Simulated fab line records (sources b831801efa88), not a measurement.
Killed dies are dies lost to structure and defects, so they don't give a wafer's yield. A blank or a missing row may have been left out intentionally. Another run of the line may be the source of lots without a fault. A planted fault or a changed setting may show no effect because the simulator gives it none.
A lot that was struck, set against a sound lot | flow sky130 | 16 out of 708 route steps
Sound: the wafers L527.2, L527.3, L527.5. Struck: wafers L543.2, L543.4. (L543.5 of the same lot was not struck and is left out.) The cause comes at the end.
At each step with rows: each side's tool, then ch and its chambers, then its first start. Under that, the readings that differ: sound wafers | struck wafers | difference of the means | sigmas: that difference in standard deviations of wafers without a fault.
alike: same words and numbers on both sides, and readings whose means sit less than 2 such deviations apart. not compared: any withheld reading, any reading some wafer has no value for, any bound like >300 that may hide the same value, and any number with overlapping values for which the record gives no deviation.
The two part at a step that has a row with sigmas, a row that says differs or no value, or rows on one side only. Numbers that have no deviation but don't overlap get no sigmas and don't part them. A reading missing from all wafers of one side parts the sides only when that side holds two or more wafers.

first, 2 steps without rows for these wafers: SKY_VT_ADJUST_PCH_PEB_05; SKY_VT_ADJUST_PCH_DEVELOP_06 (develop time 60 s).
SKY_VT_ADJUST_PCH_OVL_MEAS_07:
  struck on overlay-02, day 15 20:07; sound on overlay-01, day 8 23:31
  alike: VT_ADJUST_PCH_OVL
after that, 1 step had no rows for these wafers: SKY_VT_ADJUST_PCH_IMPLANT_08.
SKY_VT_ADJUST_PCH_STRIP_09: strips in O2/N2.
  sound on plasma asher-04 ch 0,1, day 8 23:41; struck on plasma asher-04 ch 0,1, day 15 20:18
  alike: drypump motor current A, o2 flow sccm, oes product au, strip time to endpoint s
  not compared: rf hours counter h
SKY_VT_ADJUST_PCH_TW_MEAS_10:
  struck on film metro-02, day 15 20:25; sound on film metro-02, day 8 23:48
  alike: VT_ADJUST_PCH_TW
then, 6 steps without rows for these wafers: SKY_SONOS_TUNNEL_DEHYDRATE_00 (time 60 s); SKY_SONOS_TUNNEL_HMDS_01 (prime time 60 s); SKY_SONOS_TUNNEL_COAT_02 (resist thk 1140 nm); SKY_SONOS_TUNNEL_SOFTBAKE_03 (time 60 s); SKY_SONOS_TUNNEL_EXPOSE_04 (exposes mask TUNM, target cd 410 nm); SKY_SONOS_TUNNEL_PEB_05.
SKY_SONOS_TUNNEL_DEVELOP_06: develop time 60 s.
  sound on litho track-03 ch 0, day 9 21:42; struck on litho track-03 ch 0, day 16 23:57
  alike: developer temp C
SKY_SONOS_TUNNEL_CD_MEAS_07: the cd target is 410 nm.
  struck on cd sem-02, day 17 00:05; sound on cd sem-01, day 9 21:50
  reading    | sound             | struck      | difference | sigmas
  cd nm (nm) | 409.7 410.0 408.8 | 398.6 399.2 | -10.6      | -4
SKY_SONOS_TUNNEL_OVL_MEAS_08:
  struck on overlay-01, day 17 00:12; sound on overlay-02, day 9 21:57
  alike: SONOS_TUNNEL_OVL
-- record jumps: 33 days separate the struck wafers' starts on either side; left off in module SONOS_TUNNEL, taken up again in module PAD_OPEN, whose first shown step is the route's number 708 --
SKY_PAD_OPEN_PROBE_99:
  struck on prober-02, day 50 04:29; sound on prober-02, day 44 18:47
  reading     | sound      | struck | difference | sigmas
  killed dies | 102 97 105 | 76 81  | -23        | -3
  alike: killed_at_M0_to_M3, killed_at_M4_up, killed at contacts, killed at front end, killed at other, killed open, killed short

WHERE THEY PART
First at SKY_SONOS_TUNNEL_CD_MEAS_07; last, within this record, at SKY_PAD_OPEN_PROBE_99.

WHY: what had been put in by the simulator
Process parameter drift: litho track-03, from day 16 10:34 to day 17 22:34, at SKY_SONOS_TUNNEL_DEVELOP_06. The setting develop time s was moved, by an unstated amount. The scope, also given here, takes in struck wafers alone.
